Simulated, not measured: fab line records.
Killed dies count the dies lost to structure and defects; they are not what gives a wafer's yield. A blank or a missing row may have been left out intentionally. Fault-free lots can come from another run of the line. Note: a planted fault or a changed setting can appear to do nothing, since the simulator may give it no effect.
Matching of chambers + flow gf180mcu + 4 sister chambers for GF_V3_ETCH_16 on rie diel-02
The step etches BARC in N2/H2. 18 wafers are shown with their chamber, then 9 later ones without.

## EACH WAFER AND ITS CHAMBER
| wafer  | chamber | drypump motor current A (A) | throttle valve pct (%) | n2 flow sccm (sccm) |
|--------|---------|-----------------------------|------------------------|---------------------|
| L074.1 | 3       | 6.2                         | 13.224                 | 99.93               |
| L074.4 | 0       | 6.4                         | 13.220                 | 99.91               |
| L074.6 | 3       | 6.2                         | 13.233                 | 99.98               |
| L081.1 | 3       | 6.2                         | 13.236                 | 99.67               |
| L081.2 | 1       | 5.4                         | 13.244                 | 99.90               |
| L081.3 | 0       | 6.4                         | 13.224                 | 99.61               |
| L086.1 | 0       | 6.4                         | 13.226                 | 100.50              |
| L086.2 | 3       | 6.2                         | 13.226                 | 99.92               |
| L086.3 | 1       | 5.3                         | 13.229                 | 99.97               |
| L086.4 | 2       | 5.9                         | 13.229                 | 100.02              |
| L086.5 | 1       | 5.3                         | 13.224                 | 100.37              |
| L086.6 | 2       | 5.9                         | 13.235                 | 99.78               |
| L088.1 | 2       | 5.9                         | 13.225                 | 99.98               |
| L088.4 | 3       | 6.2                         | 13.216                 | 100.05              |
| L088.5 | 1       | 5.3                         | 13.221                 | 100.00              |
| L089.1 | 0       | 6.3                         | 13.228                 | 100.52              |
| L089.3 | 3       | 6.2                         | 13.221                 | 100.44              |
| L089.5 | 3       | 6.2                         | 13.215                 | 100.60              |

SIGNATURES (averages over the wafers above)
| reading                 | chamber 0 | chamber 1 | chamber 2 | chamber 3 | scatter within a chamber |
|-------------------------|-----------|-----------|-----------|-----------|--------------------------|
| drypump motor current A | 6.375     | 5.325     | 5.900     | 6.200     | 0.0327                   |
| throttle valve pct      | 13.22450  | 13.22950  | 13.22967  | 13.22443  | 0.00747                  |
| n2 flow sccm            | 100.1350  | 100.0600  | 99.9267   | 100.0843  | 0.316                    |
Rule: for each reading, subtract the chamber's mean from the wafer's reading, divide by that reading's scatter and square the result; add these up over the readings and take the root, which gives the wafer's distance from the chamber. If the next closest chamber is less than 2 further off than the closest, the wafer can't be placed; otherwise it belongs to the closest. How the scatter is found: for the shown wafers, subtract from each reading the mean of its chamber, square and add these, divide the total by (wafers less chambers), then take the root.

## WAFERS WITH NO CHAMBER GIVEN
| wafer  | drypump motor current A (A) | throttle valve pct (%) | n2 flow sccm (sccm) |
|--------|-----------------------------|------------------------|---------------------|
| L093.1 | 5.9                         | 13.217                 | 99.97               |
| L093.2 | 6.2                         | 13.236                 | 99.99               |
| L093.3 | 5.4                         | 13.233                 | 100.07              |
| L093.4 | 5.3                         | 13.230                 | 99.96               |
| L093.5 | 6.2                         | 13.233                 | 99.95               |
| L093.6 | 5.9                         | 13.227                 | 100.34              |
| L096.1 | 5.8                         | 13.231                 | 99.73               |
| L096.3 | 6.2                         | 13.237                 | 100.00              |
| L096.4 | 5.3                         | 13.220                 | 99.96               |

## THE CHAMBER EACH PASSED THROUGH
| wafer  | from the rows above | in truth |
|--------|---------------------|----------|
| L093.1 | 2                   | 2        |
| L093.2 | 3                   | 3        |
| L093.3 | 1                   | 1        |
| L093.4 | 1                   | 1        |
| L093.5 | 3                   | 3        |
| L093.6 | 2                   | 2        |
| L096.1 | 2                   | 2        |
| L096.3 | 3                   | 3        |
| L096.4 | 1                   | 1        |
9 of 9 placed correctly. From these rows, 0 cannot be placed. Number placed wrongly: 0.
